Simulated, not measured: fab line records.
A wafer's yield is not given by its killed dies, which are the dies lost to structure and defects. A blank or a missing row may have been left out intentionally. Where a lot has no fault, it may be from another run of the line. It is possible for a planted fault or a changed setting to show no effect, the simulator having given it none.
fab line records | flow sky130
[record] lots = 12 wafers = 36 lastDay = 50
route steps=708 shown SONOS_ONO@171 POLY_GATE@230 LDD_HVN@276 LDD_HVP@288
lots with no fault: from the same line, run without faults
startH: the number of hours between the record's first day and the start of the first shown wafer of the lot | waitH: hours from the lot's prior step to this one | " as in the row above | L1.1+2: one row covering several wafers at once | - value missing, or start not given | * or withheld: withheld | < > ~ a bound
route shown NAME@n: names a module that has steps shown in the file, with the first one's number in the route | usual: mean/standard deviation of fault-free wafers | same: alike in all rows | chamber/n: place in a boat | sites: per-site readings | _std_site: the values' standard deviation | _edge_site: mean of outer sites minus mean of inner sites | radiusMm: for every site, how far away it sits from the centre of the wafer | mask NAME#n: copy n | behind: the last tool/chamber to shape the wafer | hold: why the lot went on hold/how many hours it stayed there/how the hold came to an end | device: the n, p or np transistor that did not switch | end of line: the tests these same wafers got at the end of their route | for a step that has no rows: nothing shown but its recipe | killed: dies that structure and defects cost at the first sort, which is not the same as the wafer's yield | map: shows each die of a wafer: x if killed, . if not, _ if none is there
set.NAME: the setting as run; set.NAME@STEP: as run at that earlier step | model.NAME: the simulator's own value behind a step, which no gauge read
route steps across a sampled set of lots; one table per step, one row per wafer
services: the hour from which a tool's chamber was out of use, counted from the record's first day as startH (under 0 if before that day), plus the number of hours and why
[[steps]]
[step SKY_SONOS_ONO_THK_MEAS_03]
[recipe] reads = Si3N4_of_SONOS_ONO_CVD_02
[usual] SONOS_ONO_CVD_02_THK = 10.55/0.13
// columns lot.wafer tool chamber startH waitH SONOS_ONO_CVD_02_THK[nm]
L370.2 filmMetro-03 - 261.55 0.0 10.46
L370.4 " - " " 10.42
L370.6 " - " " 10.49
L371.2 filmMetro-03 - 266.56 0.0 10.49
L371.3 " - " " 10.43
L371.5 " - " " 10.53
L372.1 filmMetro-01 - 272.84 0.0 10.52
L372.3 " - " " 10.45
L372.5 " - " " 10.59
L373.1 filmMetro-02 - 284.53 0.0 10.35
L373.4 " - " " 10.60
L373.6 " - " " 10.62
L377.1 filmMetro-01 - 317.02 0.0 10.73
L377.2 " - " " 10.69
L377.4 " - " " 10.71
L380.2 filmMetro-01 - 337.62 0.1 10.36
L380.3 " - " " 10.42
L380.4 " - " " 10.50
L381.1 filmMetro-02 - 347.55 0.0 10.81
L381.2 " - " " 10.80
L381.3 " - " " 10.71
L386.1 filmMetro-01 - 390.60 0.0 10.32
L386.2 " - " " 10.54
L386.6 " - " " 10.34
L388.1 filmMetro-02 - 412.51 0.0 10.63
L388.2 " - " " 10.61
L388.4 " - " " 10.69
L390.3 filmMetro-01 - 424.42 0.0 10.47
L390.4 " - " " 10.58
L390.5 " - " " 10.49
L391.1 filmMetro-03 - 435.18 0.0 10.50
L391.4 " - " " 10.40
L391.6 " - " " 10.58
L392.2 filmMetro-01 - 441.91 0.1 10.31
L392.5 " - " " 10.28
L392.6 " - " " 10.27
[step SKY_POLY_GATE_ETCH_16]
[recipe] stopOn = poly-Si chemistry = CH3F/O2 target = Si3N4 sourceW = 400 biasW = 80 pressureMtorr = 25 ch3fFlowSccm = 40 O2_flow_sccm = 30 timeS = 147.5 targetDepthA = 750
[usual] ch3fFlowSccm = 39.99/0.12 drypumpMotorCurrentA = 5.8/0.35 oesProductAu = 0.641/0.005 throttleValvePct = 10.536/0.0088
[same] timeS = 147.5
// columns lot.wafer tool chamber startH waitH ch3fFlowSccm drypumpMotorCurrentA oesProductAu rfHoursCounterH throttleValvePct
L370.2 rieDiel-04 2 377.37 0.0 39.84 5.6 0.640 82 10.530
L370.4 " 0 " " 39.96 6.0 0.642 8 10.544
L370.6 " 0 " " 39.98 6.0 0.637 - 10.535
L371.2 rieDiel-04 1 382.98 0.0 40.04 6.2 0.641 5 10.511
L371.3 " 3 " " 40.05 5.6 0.641 1 10.546
L371.5 " 2 " " 40.06 5.7 0.642 - 10.536
L372.1 rieDiel-01 1 390.48 0.0 40.03 6.0 0.641 9 10.537
L372.3 " 2 " " 40.06 6.3 0.640 2 10.531
L372.5 " 2 " " 40.15 6.3 0.642 - 10.539
L373.1 rieDiel-04 3 404.66 0.0 40.11 5.6 0.635 2 10.544
L373.4 " 0 " " 39.93 6.0 0.644 9 10.532
L373.6 " 0 " " 39.86 6.0 0.637 - 10.541
L377.1 rieDiel-01 1 441.62 0.0 39.92 6.0 0.644 10 10.523
L377.2 " 3 " " 40.22 5.5 0.643 6 10.538
L377.4 " 2 " " 40.08 6.3 0.635 2 10.533
L380.2 rieDiel-03 0 468.71 0.0 40.12 5.1 0.639 53 10.535
L380.3 " 3 " " 39.87 5.9 0.640 6 10.531
L380.4 " 1 " " 40.27 6.0 0.636 21 10.533
L381.1 rieDiel-01 0 475.01 0.0 39.88 5.6 0.640 6 10.528
L381.2 " 2 " " 40.29 6.3 0.637 3 10.539
L381.3 " 1 " " 40.07 6.0 0.639 11 10.540
L386.1 rieDiel-04 2 520.33 0.0 39.98 5.7 0.643 85 10.541
L386.2 " 3 " " 39.93 5.6 0.641 4 10.550
L386.6 " 2 " " 39.88 5.7 0.645 - 10.530
L388.1 rieDiel-03 3 542.38 0.0 40.13 5.9 0.638 7 10.543
L388.2 " 2 " " 40.04 4.9 0.646 2 10.554
L388.4 " 3 " " 39.90 5.8 0.641 - 10.536
L390.3 rieDiel-01 3 558.26 0.0 39.92 5.4 0.649 9 10.546
L390.4 " 2 " " 39.93 6.3 0.640 5 10.532
L390.5 " 0 " " 39.95 5.6 0.646 - 10.528
L391.1 rieDiel-01 3 567.06 0.0 40.08 5.5 0.637 9 10.545
L391.4 " 0 " " 40.01 5.5 0.629 7 10.542
L391.6 " 2 " " 40.05 6.3 0.639 - 10.537
L392.2 rieDiel-03 1 573.32 0.0 39.99 6.0 0.642 23 10.537
L392.5 " 3 " " 39.95 5.9 0.641 - 10.537
L392.6 " 1 " " 40.00 6.0 0.645 - 10.529
[step SKY_LDD_HVN_STRIP_09]
[recipe] chemistry = O2/N2 powerW = 1400 pressureMtorr = 1500 platenTempC = withheld o2FlowSccm = 3000 n2FlowSccm = 300 overashFraction = 0.5
[usual] drypumpMotorCurrentA = 5.6/0.34 n2FlowSccm = 300.0/0.91 oesProductAu = 0.409/0.0048 stripTimeToEndpointS = 4.133/0.016
// columns lot.wafer tool chamber startH waitH drypumpMotorCurrentA n2FlowSccm oesProductAu rfHoursCounterH stripTimeToEndpointS
L370.2 plasmaAsher-03 0 472.43 0.1 5.5 299.0 0.411 37 4.149
L370.4 " 0 " " 5.5 299.8 0.413 - 4.117
L370.6 " 0 " " 5.5 299.2 0.402 - 4.117
L371.2 plasmaAsher-03 0 478.78 0.1 5.5 302.4 0.405 37 4.176
L371.3 " 0 " " 5.5 301.3 0.409 - 4.159
L371.5 " 0 " " 5.5 301.2 0.408 - 4.139
L372.1 plasmaAsher-02 0 486.26 0.1 6.1 299.3 0.404 83 4.124
L372.3 " 1 " " 5.7 298.6 0.411 - 4.125
L372.5 " 1 " " 5.7 299.1 0.399 - 4.128
L373.1 plasmaAsher-02 1 499.98 0.1 5.7 300.3 0.415 84 4.097
L373.4 " 1 " " 5.7 299.7 0.406 - 4.113
L373.6 " 1 " " 5.7 299.8 0.405 - 4.117
L377.1 plasmaAsher-01 1 536.81 0.1 5.9 300.8 0.408 10 4.125
L377.2 " 0 " " 5.0 300.1 0.407 10 4.113
L377.4 " 1 " " 5.9 299.9 0.405 - 4.122
L380.2 plasmaAsher-03 1 564.71 0.1 5.6 299.7 0.403 46 4.140
L380.3 " 1 " " 5.6 300.9 0.408 - 4.146
L380.4 " 0 " " 5.5 239.4 0.399 - 4.139
L381.1 plasmaAsher-03 1 568.93 0.1 5.6 298.5 0.411 46 4.147
L381.2 " 0 " " 5.5 240.4 0.406 46 4.140
L381.3 " 0 " " 5.5 238.7 0.404 - 4.121
L386.1 plasmaAsher-01 0 612.67 0.1 5.0 300.7 0.408 19 4.143
L386.2 " 1 " " 5.8 299.5 0.404 19 4.148
L386.6 " 0 " " 5.0 301.0 0.401 - 4.140
L388.1 plasmaAsher-02 0 633.97 0.1 6.1 300.5 0.418 99 4.146
L388.2 " 1 " " 5.7 300.2 0.406 99 4.150
L388.4 " 0 " " 6.1 300.7 0.408 - 4.139
L390.3 plasmaAsher-01 0 649.86 0.1 5.0 300.2 0.407 - 4.122
L390.4 " 1 " " 5.9 301.0 0.405 - 4.123
L390.5 " 1 " " 5.9 299.9 0.408 - 4.137
L391.1 plasmaAsher-01 1 657.26 0.1 5.9 300.8 0.404 23 4.117
L391.4 " 1 " " 5.9 299.9 0.407 - 4.133
L391.6 " 1 " " 5.9 300.9 0.411 - 4.115
L392.2 plasmaAsher-03 1 664.02 0.1 5.6 300.2 0.407 55 4.136
L392.5 " 1 " " 5.6 300.7 0.407 - 4.133
L392.6 " 0 " " 5.5 299.7 0.409 - 4.135
[step SKY_LDD_HVP_TW_MEAS_10]
[usual] LDD_HVP_TW = 455/4.2
// columns lot.wafer tool chamber startH waitH LDD_HVP_TW
L370.2 filmMetro-04 - 503.72 0.1 458
L370.4 " - " " 459
L370.6 " - " " 459
L371.2 filmMetro-03 - 509.33 0.1 459
L371.3 " - " " 458
L371.5 " - " " 461
L372.1 filmMetro-04 - 517.51 0.1 456
L372.3 " - " " 456
L372.5 " - " " 458
L373.1 filmMetro-01 - 530.56 0.1 453
L373.4 " - " " 449
L373.6 " - " " 449
L377.1 filmMetro-04 - 567.41 0.1 457
L377.2 " - " " 455
L377.4 " - " " 456
L380.2 filmMetro-04 - 594.53 0.1 457
L380.3 " - " " 458
L380.4 " - " " 462
L381.1 filmMetro-03 - 599.01 0.1 461
L381.2 " - " " 459
L381.3 " - " " 460
L386.1 filmMetro-01 - 642.12 0.1 448
L386.2 " - " " 450
L386.6 " - " " 447
L388.1 filmMetro-03 - 662.16 0.1 459
L388.2 " - " " 460
L388.4 " - " " 459
L390.3 filmMetro-01 - 678.58 0.1 452
L390.4 " - " " 453
L390.5 " - " " 449
L391.1 filmMetro-01 - 685.62 0.1 453
L391.4 " - " " 452
L391.6 " - " " 452
L392.2 filmMetro-03 - 692.37 0.1 458
L392.5 " - " " 461
L392.6 " - " " 459
[[services]]
// columns tool chamber startH hours kind
plasmaAsher-01 - 360.48 13.5 repair
rieDiel-01 - 371.95 14.6 pm
plasmaAsher-01 - 383.41 2.2 repair
rieDiel-01 2 409.18 12.0 repair
rieDiel-04 1 410.54 2.8 repair
plasmaAsher-02 - 415.73 0.4 repair
plasmaAsher-01 - 421.25 9.0 pm
rieDiel-04 2 465.25 14.1 repair
plasmaAsher-01 - 473.14 2.8 pm
rieDiel-01 0 496.64 5.2 repair
rieDiel-04 0 502.96 10.9 repair
rieDiel-01 1 512.72 6.6 repair
rieDiel-04 0 528.14 1.3 repair
rieDiel-04 3 562.76 4.3 repair
rieDiel-01 3 568.35 7.9 repair
plasmaAsher-03 - 582.19 0.8 repair
rieDiel-04 0 598.62 5.3 repair
plasmaAsher-03 - 604.02 9.8 repair
rieDiel-04 - 606.03 0.2 repair
rieDiel-04 2 619.91 6.7 repair
rieDiel-01 2 633.25 8.4 repair
plasmaAsher-01 - 639.18 3.4 repair
rieDiel-04 3 650.38 5.3 repair
plasmaAsher-03 - 654.99 2.8 pm
[[key]]
[firstSign] step = SKY_LDD_HVN_STRIP_09 reading = n2FlowSccm direction = down sigmas = 67 usual = 300.0 struck = 239.5
effect none on later readings
metAt SKY_LDD_HVN_STRIP_09
struckLots L380,L381
struckWafers L380.4,L381.2,L381.3
testerLeftOut L380,L381
notActingAt SKY_SONOS_ONO_THK_MEAS_03,SKY_POLY_GATE_ETCH_16,SKY_LDD_HVP_TW_MEAS_10
onsetBetween 478.78 564.71
[fault] kind = processParameterDrift tool = plasmaAsher-03 chamber = 0 onsetH = 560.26 steps = SKY_LDD_HVN_STRIP_09 channel = n2FlowSccm offset = -60 shape = step endH = 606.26 actsIn = theseRecipesOnly stated = 300
// testerLeftOut: of these lots the tester's yield and bins aren't shown, on N5 and GAA mostly nor the transistor test; their killed dies are dies lost to structure and defects alone, not to doping, threshold or leakage, so they don't give the yield
